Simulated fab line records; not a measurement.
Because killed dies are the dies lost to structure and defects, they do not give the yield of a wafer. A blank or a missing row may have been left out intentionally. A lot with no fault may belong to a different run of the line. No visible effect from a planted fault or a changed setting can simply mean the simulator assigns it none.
fab line records	flow gf180mcu
[record] lots = 6	wafers = 18	last_day = 34
route steps=602 shown V2@396
lots that met no fault: taken from a fault-free run of the same line
start_h: hours from the record's first day to the start of the lot's first wafer shown	wait_h: hours from the lot's prior step to this one	" unchanged from the row above	L1.1+2: several wafers, shown together as one row	- no value present, or no start provided	* or withheld: withheld	< > ~ a bound
route shown NAME@n: a module of which the file shows steps, and the number in the route of the first	usual: the fault-free wafers' mean and standard deviation	same: alike in all rows	chamber/n: place in a boat	sites: readings site by site	_std_site: standard deviation across them	_edge_site: outer sites' mean less inner sites'	radius_mm: for every site, how far away it sits from the centre of the wafer	mask NAME#n: copy n	behind: the tool/chamber that last shaped the wafer	hold: what put the lot on hold/how long, in hours/how the hold closed	device: names the non-switching transistor (n, p or np)	end of line: tests run on the same wafers once the route is complete	a step given without rows: its recipe and nothing more	killed: not the wafer's yield, but the dies lost to structure and defects at the first sort	map: per-die view of a wafer (x killed, . not killed, _ where there is no die)
set.NAME: setting as actually run; set.NAME@STEP: the setting as run at that earlier step	model.NAME: the simulator's own value behind a step, which no gauge read
lots at some steps of the route; a table a step, a row a wafer
services: a tool's chamber out of use, with start hour (start_h, from the record's first day; less than 0 if before it), hours out, and reason
[[steps]]
[step GF_V2_CD_MEAS_14]
[recipe] target_cd_nm = 260
[usual] cd_nm = 260.8/1.5
lot.wafer	tool	chamber	start_h	wait_h	cd_nm
L322.1	cd_sem-02	-	511.84	0.1	260.4
L322.3	"	-	"	"	260.3
L322.5	"	-	"	"	258.2
L330.2	cd_sem-01	-	579.31	0.1	262.8
L330.4	"	-	"	"	262.2
L330.6	"	-	"	"	261.6
L332.2	cd_sem-01	-	593.46	0.1	260.5
L332.4	"	-	"	"	261.1
L332.5	"	-	"	"	262.2
L333.2	cd_sem-02	-	598.79	0.1	261.0
L333.4	"	-	"	"	260.9
L333.5	"	-	"	"	260.2
L339.1	cd_sem-01	-	639.29	0.1	260.9
L339.2	"	-	"	"	259.3
L339.3	"	-	"	"	260.6
L341.4	cd_sem-02	-	648.45	0.1	259.3
L341.5	"	-	"	"	258.0
L341.6	"	-	"	"	258.5
[step GF_V2_OVL_MEAS_15]
[usual] V2_OVL = 0/4.9
lot.wafer	tool	chamber	start_h	wait_h	V2_OVL[nm]
L322.1	overlay-01	-	511.96	0.1	-5
L322.3	"	-	"	"	-7
L322.5	"	-	"	"	-9
L330.2	overlay-01	-	579.41	0.1	-10
L330.4	"	-	"	"	-5
L330.6	"	-	"	"	-15
L332.2	overlay-01	-	593.56	0.1	-3
L332.4	"	-	"	"	-8
L332.5	"	-	"	"	-7
L333.2	overlay-01	-	598.89	0.1	0
L333.4	"	-	"	"	1
L333.5	"	-	"	"	-1
L339.1	overlay-02	-	639.41	0.1	0
L339.2	"	-	"	"	-8
L339.3	"	-	"	"	-4
L341.4	overlay-01	-	648.52	0.1	-2
L341.5	"	-	"	"	-2
L341.6	"	-	"	"	-5
[step GF_V2_ETCH_16]
[recipe] chemistry = N2/H2	target_depth_a = withheld	overetch_a = withheld	time_s = withheld	target = BARC	ion_energy_ev = 200	source_w = 500	bias_w = 100	pressure_mtorr = 30	n2_flow_sccm = 100	h2_flow_sccm = 200
[usual] chamber_pressure_mTorr = 29.994/0.029	drypump_motor_current_A = 5.5/0.41	oes_product_au = 0.855/0.0049	throttle_valve_pct = 13.225/0.0091
lot.wafer	tool	chamber	start_h	wait_h	chamber_pressure_mTorr	drypump_motor_current_A	oes_product_au	throttle_valve_pct
L322.1	rie_diel-04	1	511.99	0.0	30.028	6.1	0.860	13.242
L322.3	"	3	"	"	29.957	5.3	0.850	13.226
L322.5	"	1	"	"	30.039	6.1	0.860	13.235
L330.2	rie_diel-01	0	579.44	0.0	30.000	5.6	0.862	13.223
L330.4	"	2	"	"	29.981	5.2	0.859	13.213
L330.6	"	0	"	"	30.002	5.6	0.857	13.229
L332.2	rie_diel-01	3	593.59	0.0	30.014	5.5	0.847	13.240
L332.4	"	1	"	"	29.993	5.6	0.847	13.226
L332.5	"	2	"	"	29.971	5.2	0.850	13.240
L333.2	rie_diel-04	2	598.92	0.0	30.045	4.9	0.865	13.212
L333.4	"	0	"	"	29.989	6.1	0.853	13.228
L333.5	"	3	"	"	30.018	5.3	0.860	13.223
L339.1	rie_diel-01	0	639.44	0.0	29.985	5.6	0.856	13.213
L339.2	"	3	"	"	29.927	5.5	0.853	13.220
L339.3	"	2	"	"	30.019	5.2	0.865	13.210
L341.4	rie_diel-04	1	648.56	0.0	30.003	6.1	0.847	13.231
L341.5	"	2	"	"	29.985	4.9	0.858	13.207
L341.6	"	3	"	"	29.996	5.3	0.860	13.234
[step GF_V2_ETCH_17]
[recipe] chemistry = C4F8/O2/Ar	mask_material = KrF	target = SiO2	stop_on = TiN	source_w = 1500	bias_w = 1200	pressure_mtorr = 40	c4f8_flow_sccm = withheld	O2_flow_sccm = 6	Ar_flow_sccm = 300	time_s = withheld	target_depth_a = 6300
[usual] chamber_pressure_mTorr = 40.00/0.037	oes_product_au = 0.856/0.0045
lot.wafer	tool	chamber	start_h	wait_h	chamber_pressure_mTorr	oes_product_au
L322.1	rie_diel-04	1	-	-	40.06	0.858
L322.3	"	3	"	"	39.94	0.849
L322.5	"	1	"	"	39.98	0.854
L330.2	rie_diel-01	0	-	-	40.03	0.857
L330.4	"	2	"	"	40.00	0.863
L330.6	"	0	"	"	40.01	0.853
L332.2	rie_diel-01	3	-	-	40.00	0.849
L332.4	"	1	"	"	40.01	0.859
L332.5	"	2	"	"	39.97	0.854
L333.2	rie_diel-04	2	-	-	40.03	0.857
L333.4	"	0	"	"	39.93	0.855
L333.5	"	3	"	"	39.98	0.853
L339.1	rie_diel-01	0	-	-	40.03	0.850
L339.2	"	3	"	"	40.01	0.850
L339.3	"	2	"	"	40.03	0.855
L341.4	rie_diel-04	1	-	-	39.94	0.855
L341.5	"	2	"	"	39.97	0.856
L341.6	"	3	"	"	40.05	0.851
[step GF_V2_STRIP_18]
[recipe] chemistry = O2/N2	power_w = 1400	pressure_mtorr = 1500	platen_temp_c = 250	o2_flow_sccm = 3000	n2_flow_sccm = 300	overash_fraction = 0.5
[step GF_V2_STRIP_19]
[recipe] chemistry = post_etch_residue_remover	time_s = 1200	temp_c = 72.5
[step GF_V2_CLEAN_20]
[recipe] chemistry = DIW	dry = n2_spin
[step GF_V2_SPUTTER_21]
[recipe] material = Ti	target_thk_nm = 15	chamber_pressure_pa = 5	power_w = 2500	substrate_temp_c = 200	time_s = 80.02
[usual] substrate_temp_c = 199.98/0.16	throttle_valve_pct = 30.0/1.3
lot.wafer	tool	chamber	start_h	wait_h	substrate_temp_c	throttle_valve_pct
L322.1	pvd_sputter-04	-	512.66	0.0	199.81	30.2
L322.3	"	-	"	"	200.26	33.3
L322.5	"	-	"	"	200.18	29.7
L330.2	pvd_sputter-03	-	580.14	0.0	199.60	31.4
L330.4	"	-	"	"	199.88	29.5
L330.6	"	-	"	"	200.24	31.0
L332.2	pvd_sputter-02	-	594.35	0.0	199.91	28.5
L332.4	"	-	"	"	199.75	29.6
L332.5	"	-	"	"	199.79	28.6
L333.2	pvd_sputter-02	-	599.60	0.0	200.00	30.1
L333.4	"	-	"	"	200.01	29.3
L333.5	"	-	"	"	199.86	28.7
L339.1	pvd_sputter-04	-	640.19	0.0	199.84	30.4
L339.2	"	-	"	"	199.72	33.3
L339.3	"	-	"	"	199.95	28.9
L341.4	pvd_sputter-02	-	649.20	0.0	200.04	29.8
L341.5	"	-	"	"	200.03	29.8
L341.6	"	-	"	"	199.98	28.5
[step GF_V2_SPUTTER_22]
[recipe] material = TiN	target_thk_nm = 10	chamber_pressure_pa = 5	power_w = 4000	time_s = 40
[usual] throttle_valve_pct = 29.9/1.3
lot.wafer	tool	chamber	start_h	wait_h	throttle_valve_pct
L322.1	pvd_sputter-04	-	512.72	0.0	30.1
L322.3	"	-	"	"	33.4
L322.5	"	-	"	"	29.9
L330.2	pvd_sputter-03	-	580.20	0.0	31.3
L330.4	"	-	"	"	29.6
L330.6	"	-	"	"	30.6
L332.2	pvd_sputter-02	-	594.41	0.0	28.6
L332.4	"	-	"	"	29.4
L332.5	"	-	"	"	28.6
L333.2	pvd_sputter-02	-	599.66	0.0	29.7
L333.4	"	-	"	"	29.6
L333.5	"	-	"	"	28.8
L339.1	pvd_sputter-04	-	640.25	0.0	30.3
L339.2	"	-	"	"	33.5
L339.3	"	-	"	"	29.3
L341.4	pvd_sputter-02	-	649.26	0.0	29.8
L341.5	"	-	"	"	30.1
L341.6	"	-	"	"	28.8
[step GF_V2_CVD_23]
[recipe] material = W	target_thk_nm = 350	time_s = 104.94	temp_c = 400	pressure_torr = 40
[usual] heater_power_w = 897/120
lot.wafer	tool	chamber	start_h	wait_h	heater_power_w
L322.1	cvd_w-02	0	512.76	0.0	839
L322.3	"	0	"	"	814
L322.5	"	1	"	"	929
L330.2	cvd_w-01	0	580.24	0.0	756
L330.4	"	0	"	"	742
L330.6	"	0	"	"	759
L332.2	cvd_w-01	0	594.45	0.0	740
L332.4	"	0	"	"	754
L332.5	"	0	"	"	742
L333.2	cvd_w-01	0	599.70	0.0	741
L333.4	"	0	"	"	762
L333.5	"	0	"	"	729
L339.1	cvd_w-02	1	640.29	0.0	919
L339.2	"	0	"	"	821
L339.3	"	0	"	"	848
L341.4	cvd_w-01	0	649.34	0.1	748
L341.5	"	1	"	"	1050
L341.6	"	0	"	"	749
[step GF_V2_RS_MEAS_24]
[recipe] thk_meas_gauge = four-point-probe	reads = W_of_V2_CVD_23+TiN_of_V2_SPUTTER_22+Ti_of_V2_SPUTTER_21
[usual] V2_W_RS = 0.328/0.0051
lot.wafer	tool	chamber	start_h	wait_h	V2_W_RS[ohm/sq]
L322.1	film_metro-01	-	512.87	0.1	0.326
L322.3	"	-	"	"	0.328
L322.5	"	-	"	"	0.325
L330.2	film_metro-04	-	580.37	0.1	0.331
L330.4	"	-	"	"	0.331
L330.6	"	-	"	"	0.330
L332.2	film_metro-04	-	594.58	0.1	0.333
L332.4	"	-	"	"	0.337
L332.5	"	-	"	"	0.336
L333.2	film_metro-01	-	599.83	0.1	0.332
L333.4	"	-	"	"	0.331
L333.5	"	-	"	"	0.337
L339.1	film_metro-02	-	640.40	0.1	0.331
L339.2	"	-	"	"	0.330
L339.3	"	-	"	"	0.332
L341.4	film_metro-01	-	649.48	0.1	0.330
L341.5	"	-	"	"	0.323
L341.6	"	-	"	"	0.336
[step GF_V2_THK_MEAS_25]
[recipe] thk_meas_gauge = xrf	reads = W_of_V2_CVD_23
[usual] V2_W_THK = 361/8.7
lot.wafer	tool	chamber	start_h	wait_h	V2_W_THK[nm]
L322.1	film_metro-01	-	512.99	0.1	368
L322.3	"	-	"	"	367
L322.5	"	-	"	"	371
L330.2	film_metro-04	-	580.48	0.1	350
L330.4	"	-	"	"	350
L330.6	"	-	"	"	352
L332.2	film_metro-04	-	594.69	0.1	349
L332.4	"	-	"	"	342
L332.5	"	-	"	"	347
L333.2	film_metro-01	-	599.94	0.1	364
L333.4	"	-	"	"	367
L333.5	"	-	"	"	360
L339.1	film_metro-02	-	640.52	0.1	353
L339.2	"	-	"	"	356
L339.3	"	-	"	"	356
L341.4	film_metro-01	-	649.57	0.1	363
L341.5	"	-	"	"	373
L341.6	"	-	"	"	358
[step GF_V2_CMP_26]
[recipe] stop_on = SiO2	down_force_psi = 3.5	platen_rpm = 60	t_overpolish_s = 15	target_thk_nm = 0	pad_velocity_m_s = 0.94248
[usual] motor_current_A = 10.7/0.83	overpolish_run_s = 15.000/0.0092	time_to_endpoint_s = 84/4.1
lot.wafer	tool	chamber	start_h	wait_h	motor_current_A	overpolish_run_s	time_to_endpoint_s
L322.1	cmp-02	3	513.23	0.2	10.7	14.998	84
L322.3	"	1	"	"	12.0	15.006	87
L322.5	"	2	"	"	10.8	14.997	86
L330.4	cmp-01	2	581.67	1.2	9.6	15.005	82
L330.2	"	3	"	"	11.1	14.999	81
L330.6	"	1	"	"	10.8	15.000	80
L332.4	cmp-01	0	594.79	0.1	9.5	0.039	126
L332.2	"	2	"	"	9.3	0.034	127
L332.5	"	3	"	"	11.3	0.043	127
L333.4	cmp-01	0	599.99	0.0	9.1	0.040	128
L333.2	"	2	"	"	9.8	0.043	127
L333.5	"	0	"	"	9.2	0.045	126
L339.2	cmp-02	0	640.58	0.0	10.7	15.004	86
L339.3	"	2	"	"	10.3	15.004	82
L339.1	"	3	"	"	10.8	14.990	79
L341.4	cmp-02	1	649.82	0.2	12.2	14.995	86
L341.6	"	2	"	"	10.7	14.996	83
L341.5	"	3	"	"	10.6	15.000	86
[[services]]
tool	chamber	start_h	hours	kind
cmp-02	-	489.26	0.7	repair
cvd_w-01	-	489.77	6.0	pm
cmp-01	-	500.96	4.2	pm
cmp-01	-	505.15	8.2	pm
rie_diel-04	0	509.30	5.2	repair
cmp-01	-	517.94	0.9	repair
cmp-02	-	540.49	2.1	repair
rie_diel-04	0	548.93	6.8	repair
rie_diel-04	2	555.11	6.5	repair
cmp-02	-	561.63	1.5	repair
cvd_w-02	0	572.47	5.6	repair
cmp-01	-	577.27	4.0	pm
cmp-01	-	581.27	-	consumable_replace:conditioner
cmp-01	-	581.27	-	consumable_replace:pad
pvd_sputter-02	-	581.57	7.5	repair
rie_diel-04	1	600.68	3.8	repair
rie_diel-04	1	609.56	3.6	repair
cvd_w-01	-	613.42	6.9	pm
cmp-01	-	616.12	0.6	repair
rie_diel-04	0	619.81	4.6	repair
cmp-01	-	631.47	7.6	repair
cmp-02	-	638.69	0.8	repair
rie_diel-04	0	648.04	29.1	repair
rie_diel-04	2	649.18	3.7	repair
[[key]]
[first_sign] step = GF_V2_CMP_26	reading = overpolish_run_s	direction = down	sigmas = 99+	usual = 15.000	struck = 0.041
[effect] step = GF_V2_CMP_26	reading = time_to_endpoint_s	direction = up	sigmas = 10	usual = *	struck = *
met_at GF_V2_CMP_26
struck_wafers L332.2,L332.4,L332.5,L333.2,L333.4,L333.5
later_rows_left_out L332.2,L332.4,L332.5,L333.2,L333.4,L333.5
sort_left_out L332.2,L332.4,L332.5,L333.2,L333.4,L333.5
onset_between 581.67 594.79
[fault] kind = process_parameter_drift	tool = cmp-01	chamber = -	onset_h = 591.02	steps = GF_V2_CMP_26	channel = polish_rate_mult	offset = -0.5	shape = step	end_h = 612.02
// sort_left_out: the simulated sort isn't trusted on such a fault, so these wafers' sort isn't shown, and their yield isn't known
// later_rows_left_out: the simulator's readings of these wafers behind a module that went badly wrong aren't trusted and aren't shown, but for the sort
